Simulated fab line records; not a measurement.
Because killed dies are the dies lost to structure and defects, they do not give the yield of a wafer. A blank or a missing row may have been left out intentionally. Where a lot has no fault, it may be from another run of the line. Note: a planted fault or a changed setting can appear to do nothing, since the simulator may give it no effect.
A lot that was struck, set against a sound lot || flow sky130 || 29 steps out of a route of 708
Sound: the wafers L585.1, L585.3, L585.4. Struck: wafers L588.2, L588.4, L588.6. At the end, the cause is stated.
Order at every step that has rows: each side's tool, ch and its chambers, its first start. Under that, the readings that differ: sound wafers || struck wafers || difference of the means || sigmas: that difference in standard deviations of wafers without a fault.
alike: words and numbers the same on both sides, and readings whose means are apart by under 2 such deviations; not compared: readings that were withheld, readings missing a value for some wafer, numbers with overlapping values and no deviation given by the record, and bounds like >300 which may hide the same value.
A row with sigmas, a row that says differs or no value, or rows on one side alone: a step with any of these is where the two part. Non-overlapping numbers with no deviation appear without sigmas and do not part them. Lack of a reading on every wafer of one side parts them only where that side has two or more wafers.

first, 1 step without rows for these wafers: SKY_LDD_HVN_IMPLANT_08.
SKY_LDD_HVN_STRIP_09: strips in O2/N2.
  sound on plasmaAsher-01 ch 0,1, day 23 15:03; struck on plasmaAsher-04 ch 0,1, day 24 16:54
  alike: chamberPressureMTorr, drypumpMotorCurrentA, n2FlowSccm, oesProductAu, stripTimeToEndpointS
  not compared: rfHoursCounterH
SKY_LDD_HVN_TW_MEAS_10:
  sound on filmMetro-03 at day 23 15:09; struck on filmMetro-02 at day 24 17:01
  alike: LDD_HVN_TW
then, 7 steps without rows for these wafers: SKY_LDD_HVP_DEHYDRATE_00 (time 60 s); SKY_LDD_HVP_HMDS_01 (prime time 60 s); SKY_LDD_HVP_COAT_02 (resist thk 300 nm); SKY_LDD_HVP_SOFTBAKE_03 (time 60 s); SKY_LDD_HVP_EXPOSE_04 (exposes mask HVPTM, target cd 700 nm); SKY_LDD_HVP_PEB_05; SKY_LDD_HVP_DEVELOP_06 (develop time 60 s).
SKY_LDD_HVP_OVL_MEAS_07:
  sound on overlay-02 at day 24 21:42; struck on overlay-01 at day 25 22:44
{"reading": "LDD_HVP_OVL (nm)", "sound": "-3.1 -4.0 -1.3", "struck": "1.2 -0.1 1.2", "difference": "+3.6", "sigmas": "+3"}
next, for these wafers, 1 step has no rows: SKY_LDD_HVP_IMPLANT_08.
SKY_LDD_HVP_STRIP_09: strips in O2/N2.
  sound on plasmaAsher-01 ch 0,1, day 24 21:53; struck on plasmaAsher-04 ch 1, day 25 22:55
  no value came back on the struck wafers for any of 5 readings (chamberPressureMTorr (mTorr), drypumpMotorCurrentA (A) and others); on the sound wafers chamberPressureMTorr (mTorr) reads 1499.2 1501.3 1500.6
{"reading": "model.NOVOLAK_of_LDD_HVP_COAT_02.thkNm (nm)", "sound": "0 0 0", "struck": "301.7 300.6 301.5", "difference": "+301.3", "sigmas": ""}
  not compared: rfHoursCounterH
SKY_LDD_HVP_TW_MEAS_10:
  sound on filmMetro-04 at day 24 21:59; struck on filmMetro-02 at day 25 23:01
  alike: LDD_HVP_TW
then, 7 steps without rows for these wafers: SKY_LDD_LDN_DEHYDRATE_00 (time 60 s); SKY_LDD_LDN_HMDS_01 (prime time 60 s); SKY_LDD_LDN_COAT_02 (resist thk 1140 nm); SKY_LDD_LDN_SOFTBAKE_03 (time 60 s); SKY_LDD_LDN_EXPOSE_04 (exposes mask LDNTM, target cd 700 nm); SKY_LDD_LDN_PEB_05; SKY_LDD_LDN_DEVELOP_06 (develop time 60 s).
SKY_LDD_LDN_OVL_MEAS_07:
  sound on overlay-02 at day 26 02:58; struck on overlay-02 at day 27 04:28
{"reading": "LDD_LDN_OVL (nm)", "sound": "-2.1 -2.7 -2.1", "struck": "2.3 3.9 2.4", "difference": "+5.2", "sigmas": "+3"}
then, 4 steps without rows for these wafers: SKY_LDD_LDN_IMPLANT_08; SKY_LDD_LDN_IMPLANT_09; SKY_LDD_LDN_IMPLANT_10; SKY_LDD_LDN_IMPLANT_11.
SKY_LDD_LDN_STRIP_12: strips in O2/N2.
  sound on plasmaAsher-02 ch 0,1, day 26 03:37; struck on plasmaAsher-04 ch 0,1, day 27 05:06
{"reading": "stripTimeToEndpointS (s)", "sound": "14.21 14.17 14.20", "struck": "18.75 18.75 18.78", "difference": "+4.57", "sigmas": "+99 or more"}
  alike: chamberPressureMTorr, drypumpMotorCurrentA, n2FlowSccm, oesProductAu
  not compared: rfHoursCounterH
SKY_LDD_LDN_TW_MEAS_13:
  sound on filmMetro-04 at day 26 03:43; struck on filmMetro-04 at day 27 05:13
{"reading": "LDD_LDN_TW", "sound": "1489 1488 1490", "struck": "30 30 30", "difference": -1459, "sigmas": "-99 or more"}
then, 1 step without rows for these wafers: SKY_LDD_LDN_CLEAN_14 (cleans in SC1/SC2, time 150 s).

WHERE THEY PART
Last at SKY_LDD_LDN_TW_MEAS_13 as far as this record goes, first at SKY_LDD_HVP_OVL_MEAS_07.

WHY: the cause the simulator had injected
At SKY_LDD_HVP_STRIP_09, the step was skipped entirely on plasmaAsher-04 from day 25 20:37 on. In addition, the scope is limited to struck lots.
